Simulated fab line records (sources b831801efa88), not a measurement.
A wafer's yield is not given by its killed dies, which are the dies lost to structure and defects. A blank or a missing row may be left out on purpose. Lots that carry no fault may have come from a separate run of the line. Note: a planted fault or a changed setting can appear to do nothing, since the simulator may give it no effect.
Check for tools in common | flow gf180mcu | Sample size 11 lots and 33 wafers

== REASON IT WAS OPENED ==
GF_PSD_RS_MEAS_14, reading NSD_RS: flagged on 2 of 11 lots. Fault-free wafers read 46.11 ohm/sq, with a standard deviation of 0.097.
Rule: a lot gets a flag if all its wafers with a number sit over 4 standard deviations from that mean, or if no wafer of it has a number. The other lots count as sound.

lot  | measured     | on            | NSD_RS (ohm/sq), wafer by wafer | flag
L765 | day 14 10:17 | film_metro-02 | 46.35 46.25 46.27               |
L769 | day 15 17:13 | film_metro-01 | 46.02 46.13 45.99               |
L772 | day 16 20:57 | film_metro-02 | 46.33 46.10 46.17               |
L774 | day 17 12:33 | film_metro-01 | 46.07 46.06 46.10               |
L776 | day 18 01:08 | film_metro-03 | 46.31 46.19 46.18               |
L777 | day 18 17:35 | film_metro-01 | 46.08 46.09 46.08               |
L778 | day 18 23:21 | film_metro-03 | 46.65 46.73 46.74               | FLAGGED
L780 | day 19 14:52 | film_metro-01 | 46.50 46.60 46.54               | FLAGGED
L786 | day 21 16:14 | film_metro-03 | 46.10 46.15 46.13               |
L787 | day 22 02:43 | film_metro-01 | 46.11 46.18 46.23               |
L788 | day 22 10:55 | film_metro-01 | 45.98 46.11 46.11               |
The mean of the flagged lots' numbers is 46.63 ohm/sq, +0.52 ohm/sq from the usual (+5 standard deviations).

== TOOL THAT RAN EACH LOT ==
Before the reading, the record contains 2 process steps out of a 602-step route. Each cell gives the tool, then ch followed by the chambers the sampled wafers passed through, then the start.
lot  | flag    | GF_NSD_IMPLANT_10               | GF_NSD_STRIP_11
L765 |         | implanter-03 ch 0, day 13 13:19 | plasma_asher-03 ch 0,1, day 13 13:28
L769 |         | implanter-03 ch 0, day 14 19:49 | plasma_asher-02 ch 0,1, day 14 19:58
L772 |         | implanter-03 ch 0, day 15 21:32 | plasma_asher-01 ch 0,1, day 15 21:40
L774 |         | implanter-02 ch 0, day 16 13:19 | plasma_asher-01 ch 0,1, day 16 13:27
L776 |         | implanter-02 ch 0, day 17 01:05 | plasma_asher-02 ch 0,1, day 17 01:13
L777 |         | implanter-03 ch 0, day 17 17:21 | plasma_asher-01 ch 0, day 17 17:29
L778 | FLAGGED | implanter-03 ch 0, day 17 22:34 | plasma_asher-01 ch 0,1, day 17 22:43
L780 | FLAGGED | implanter-03 ch 0, day 18 13:55 | plasma_asher-03 ch 0,1, day 18 14:03
L786 |         | implanter-02 ch 0, day 20 15:19 | plasma_asher-03 ch 0,1, day 20 15:26
L787 |         | implanter-03 ch 0, day 21 02:32 | plasma_asher-02 ch 0,1, day 21 02:41
L788 |         | implanter-04 ch 0, day 21 11:07 | plasma_asher-01 ch 0,1, day 21 11:16
What these steps do:
- GF_NSD_IMPLANT_10
- GF_NSD_STRIP_11: strips in O2/N2.
- GF_PSD_RS_MEAS_14: measures by four-point-probe.

== FLAGGED AGAINST TOTAL, ONE TOOL AT A TIME (gauges that did the reading follow at the end) ==
step              | tool            | lots run | flagged | share of the flagged lots | sound lots run after its first flagged lot
GF_NSD_IMPLANT_10 | implanter-02    | 3        | 0       | none                      | -
GF_NSD_IMPLANT_10 | implanter-03    | 7        | 2       | all                       | 1 (L787)
GF_NSD_IMPLANT_10 | implanter-04    | 1        | 0       | none                      | -
GF_NSD_STRIP_11   | plasma_asher-01 | 5        | 1       | some                      | 1 (L788)
GF_NSD_STRIP_11   | plasma_asher-02 | 3        | 0       | none                      | -
GF_NSD_STRIP_11   | plasma_asher-03 | 3        | 1       | some                      | 1 (L786)
GF_PSD_RS_MEAS_14 | film_metro-01   | 6        | 1       | some                      | 2 (L787,L788)
GF_PSD_RS_MEAS_14 | film_metro-02   | 2        | 0       | none                      | -
GF_PSD_RS_MEAS_14 | film_metro-03   | 3        | 1       | some                      | 1 (L786)

== WHAT IS ALLOWED BY THE TABLE ==
Rows of the table that ran each flagged lot: 1, that is implanter-03 at GF_NSD_IMPLANT_10.
- implanter-03 at GF_NSD_IMPLANT_10 ran 7 lots, 2 of them flagged. Sound lots followed the first flagged one (L787) on it, something a lasting fault affecting the whole tool could not allow. Its own readings lie more than 4 standard deviations out on every wafer of the flagged lots: beam_energy_keV.
None of the table's rows ran every flagged lot and, after the first, no sound lot.

== WHAT THE SIMULATOR HAD INSERTED ==
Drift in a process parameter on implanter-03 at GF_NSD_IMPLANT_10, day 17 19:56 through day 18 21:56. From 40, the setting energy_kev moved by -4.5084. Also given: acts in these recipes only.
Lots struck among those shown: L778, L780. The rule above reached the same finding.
